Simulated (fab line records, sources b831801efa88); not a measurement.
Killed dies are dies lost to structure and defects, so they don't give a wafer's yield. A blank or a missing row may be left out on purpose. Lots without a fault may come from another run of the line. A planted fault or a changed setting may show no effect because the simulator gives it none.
Tool commonality check | flow gf180mcu | 12 lots, 36 wafers sampled

WHY IT WAS OPENED
At GF_HV_LDD_TW_MEAS_23 the reading HV_LDD_2_TW is flagged on 2 of 12 lots. Wafers without a fault read 1068, standard deviation 6.2.
Rule: a lot is flagged when every wafer of it that has a number lies more than 4 standard deviations from that mean, or none has a number. The other lots count as sound.

lot  | measured     | on            | HV_LDD_2_TW, wafer by wafer | flag
L424 | day 10 18:43 | film_metro-04 | 1076 1070 1074              |
L426 | day 11 11:37 | film_metro-04 | 1057 1064 1059              |
L427 | day 11 22:01 | film_metro-04 | 1064 1069 1062              |
L428 | day 12 06:32 | film_metro-04 | 1065 1065 1067              |
L429 | day 12 12:27 | film_metro-04 | 1064 1073 1064              |
L431 | day 13 01:39 | film_metro-02 | 1080 1073 1080              |
L433 | day 13 18:18 | film_metro-04 | 1061 1063 1060              |
L434 | day 14 02:21 | film_metro-04 | 1065 1068 1066              |
L435 | day 14 08:31 | film_metro-02 | 1080 1078 1077              |
L441 | day 16 07:42 | film_metro-04 | 1859 1868 1862              | FLAGGED
L444 | day 17 06:09 | film_metro-03 | 1868 1868 1865              | FLAGGED
L447 | day 18 07:16 | film_metro-03 | 1073 1066 1075              |
The numbers of the flagged lots are 1865 on average: +797 against the usual, or +99 or more standard deviations.

WHICH TOOL RAN EACH LOT
The record holds 2 process steps before the reading, out of a route of 602 steps. In each cell: the tool, then ch and the chambers that the sampled wafers went through, then the start.
lot  | flag    | GF_VT_IMPLANT_STRIP_42               | GF_HV_LDD_IMPLANT_21
L424 |         | plasma_asher-02 ch 0,1, day 7 12:35  | implanter-03 ch 0, day 10 18:28
L426 |         | plasma_asher-04 ch 0,1, day 8 01:38  | implanter-04 ch 0, day 11 11:23
L427 |         | plasma_asher-02 ch 0,1, day 8 14:32  | implanter-04 ch 0, day 11 21:48
L428 |         | plasma_asher-04 ch 0,1, day 8 18:13  | implanter-02 ch 0, day 12 06:18
L429 |         | plasma_asher-02 ch 0,1, day 9 01:08  | implanter-02 ch 0, day 12 12:12
L431 |         | plasma_asher-02 ch 0,1, day 9 13:55  | implanter-03 ch 0, day 13 01:24
L433 |         | plasma_asher-02 ch 0, day 10 03:19   | implanter-03 ch 0, day 13 18:03
L434 |         | plasma_asher-02 ch 0,1, day 10 11:14 | implanter-04 ch 0, day 14 02:06
L435 |         | plasma_asher-01 ch 0,1, day 10 16:37 | implanter-02 ch 0, day 14 08:16
L441 | FLAGGED | plasma_asher-02 ch 0,1, day 12 09:05 | implanter-02 ch 0, day 16 07:27
L444 | FLAGGED | plasma_asher-01 ch 0,1, day 13 06:17 | implanter-02 ch 0, day 17 05:57
L447 |         | plasma_asher-02 ch 0,1, day 14 05:03 | implanter-03 ch 0, day 18 07:01
What these steps do:
- GF_VT_IMPLANT_STRIP_42: strips in O2/N2.
- GF_HV_LDD_IMPLANT_21
- GF_HV_LDD_TW_MEAS_23

FLAGGED OVER TOTAL, TOOL BY TOOL (the gauges that took the reading come last)
step                   | tool            | lots run | flagged | share of the flagged lots | sound lots run after its first flagged lot
GF_VT_IMPLANT_STRIP_42 | plasma_asher-01 | 2        | 1       | some                      | 0
GF_VT_IMPLANT_STRIP_42 | plasma_asher-02 | 8        | 1       | some                      | 1 (L447)
GF_VT_IMPLANT_STRIP_42 | plasma_asher-04 | 2        | 0       | none                      | -
GF_HV_LDD_IMPLANT_21   | implanter-02    | 5        | 2       | all                       | 0
GF_HV_LDD_IMPLANT_21   | implanter-03    | 4        | 0       | none                      | -
GF_HV_LDD_IMPLANT_21   | implanter-04    | 3        | 0       | none                      | -
GF_HV_LDD_TW_MEAS_23   | film_metro-02   | 2        | 0       | none                      | -
GF_HV_LDD_TW_MEAS_23   | film_metro-03   | 2        | 1       | some                      | 1 (L447)
GF_HV_LDD_TW_MEAS_23   | film_metro-04   | 8        | 1       | some                      | 0

WHAT THE TABLE ALLOWS
1 row of the table ran every flagged lot: implanter-02 at GF_HV_LDD_IMPLANT_21.
- implanter-02 at GF_HV_LDD_IMPLANT_21: 2 of its 5 lots flagged. Its last sound lot is L435 (day 14 08:16), its first flagged lot L441 (day 16 07:27): a fault that began between those two fits. Its own readings lie more than 4 standard deviations out on every wafer of the flagged lots: beam_on_s, dose_ions_cm2, faraday_current_uA.
One tool is left: implanter-02 at GF_HV_LDD_IMPLANT_21.

WHAT THE SIMULATOR HAD PUT IN
Process parameter drift: implanter-02, from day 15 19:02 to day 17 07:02, at GF_HV_LDD_IMPLANT_21. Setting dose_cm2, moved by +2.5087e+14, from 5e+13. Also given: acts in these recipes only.
Lots struck among those shown: L441, L444. The rule above found the same.
